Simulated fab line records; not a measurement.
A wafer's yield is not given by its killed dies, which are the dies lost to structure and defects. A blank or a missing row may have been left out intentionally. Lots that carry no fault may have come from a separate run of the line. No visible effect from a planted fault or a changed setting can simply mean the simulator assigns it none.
The tool behind it: which one?    flow sky130    Sampling: 11 lots, 33 wafers, 4 of 708 route steps

== WHAT EACH GAUGE READ, for each wafer ==
SKY_VIA2_THK_MEAS_01.
lot   measured      on             VIA2_HDPCVD_THK (nm)
L209  day 35 14:53  film metro-03  1184 1186 1181
L212  day 36 14:11  film metro-02  1193 1185 1198
L213  day 36 15:17  film metro-02  1180 1181 1172
L216  day 37 16:46  film metro-02  1184 1181 1195
L215  day 37 17:10  film metro-02  1188 1189 1191
L217  day 38 07:53  film metro-01  1180 1173 1173
L221  day 39 12:51  film metro-03  1211 1199 1204
L223  day 39 20:47  film metro-03  1298 1300 1310
L224  day 40 08:35  film metro-01  1326 1311 1323
L229  day 41 14:48  film metro-02  1172 1164 1177
L230  day 41 19:13  film metro-01  1179 1178 1189

== WHAT TOOL EACH LOT RAN ON (gives the tool, then ch and the chambers of the sampled wafers, and finally the start) ==
lot   SKY_CONTACT_STRIP_19                  SKY_VIA1_CVD_21                SKY_VIA2_HDPCVD_00
L209  plasma asher-04 ch 0,1, day 31 23:51  cvd w-02 ch 0,1, day 34 10:11  hdpcvd-01 ch 1,2, day 35 14:45
L212  plasma asher-04 ch 0,1, day 33 00:22  cvd w-02 ch 0,1, day 35 09:31  hdpcvd-01 ch 1,2, day 36 14:03
L213  plasma asher-04 ch 0,1, day 33 01:57  cvd w-02 ch 0,1, day 35 11:19  hdpcvd-01 ch 0,1, day 36 15:08
L216  plasma asher-01 ch 0,1, day 34 04:17  cvd w-02 ch 0,1, day 36 13:16  hdpcvd-02 ch 1,2, day 37 16:37
L215  plasma asher-03 ch 0,1, day 34 04:37  cvd w-02 ch 0,1, day 36 13:19  hdpcvd-01 ch 1,2, day 37 17:02
L217  plasma asher-03 ch 0,1, day 34 20:16  cvd w-02 ch 0,1, day 37 04:46  hdpcvd-02 ch 1,2, day 38 07:44
L221  plasma asher-01 ch 0,1, day 36 01:46  cvd w-01 ch 1, day 38 09:17    hdpcvd-01 ch 0,1,2, day 39 12:44
L223  plasma asher-04 ch 0,1, day 36 08:13  cvd w-01 ch 0,1, day 38 17:16  hdpcvd-01 ch 0,2, day 39 20:39
L224  plasma asher-04 ch 0,1, day 36 22:01  cvd w-01 ch 0,1, day 39 05:37  hdpcvd-01 ch 0,1,2, day 40 08:27
L229  plasma asher-03 ch 0,1, day 38 07:19  cvd w-01 ch 0,1, day 40 13:08  hdpcvd-02 ch 0,1,2, day 41 14:40
L230  plasma asher-01 ch 0,1, day 38 10:55  cvd w-01 ch 0,1, day 40 17:07  hdpcvd-02 ch 1,2, day 41 19:04
- SKY_CONTACT_STRIP_19: strips in O2/N2.
- SKY_VIA1_CVD_21: deposits W, target thk 270 nm, time 80.902 s.
- SKY_VIA2_HDPCVD_00: deposits SiO2, target thk 1180 nm, time 196.7 s.

== THE ANSWER, worked out from the rows above alone ==
Rule: what is usual is taken from the lots themselves. The widest of any qualifying gaps counts: lots, ordered by their means at a reading, are off when they make up no more than a third of the lots, leave a main group of 4 or more, and stand apart from it by 3 or more times the standard deviation of that group's means. The tables above print the reading to a certain number of digits; a main group whose means all agree to those digits is not used. Also off: a lot with no number at a reading for which 4 or more lots have one. Where the step has rows for the other lots, those lots are counted as sound.
Off: at SKY_VIA2_THK_MEAS_01 (VIA2_HDPCVD_THK), L223, L224. The main group has a mean of 1185 nm with a standard deviation of 9.5.
If a tool, at a process step before that reading, ran all the lots that are off and no sound lot after the first of them, it fits. Gauges at SKY_VIA2_THK_MEAS_01: tried the same way as those tools. Can't be told from this: 2 tools fit, plasma asher-04 at SKY_CONTACT_STRIP_19, hdpcvd-01 at SKY_VIA2_HDPCVD_00.

== WHAT THE SIMULATOR HAD INSERTED ==
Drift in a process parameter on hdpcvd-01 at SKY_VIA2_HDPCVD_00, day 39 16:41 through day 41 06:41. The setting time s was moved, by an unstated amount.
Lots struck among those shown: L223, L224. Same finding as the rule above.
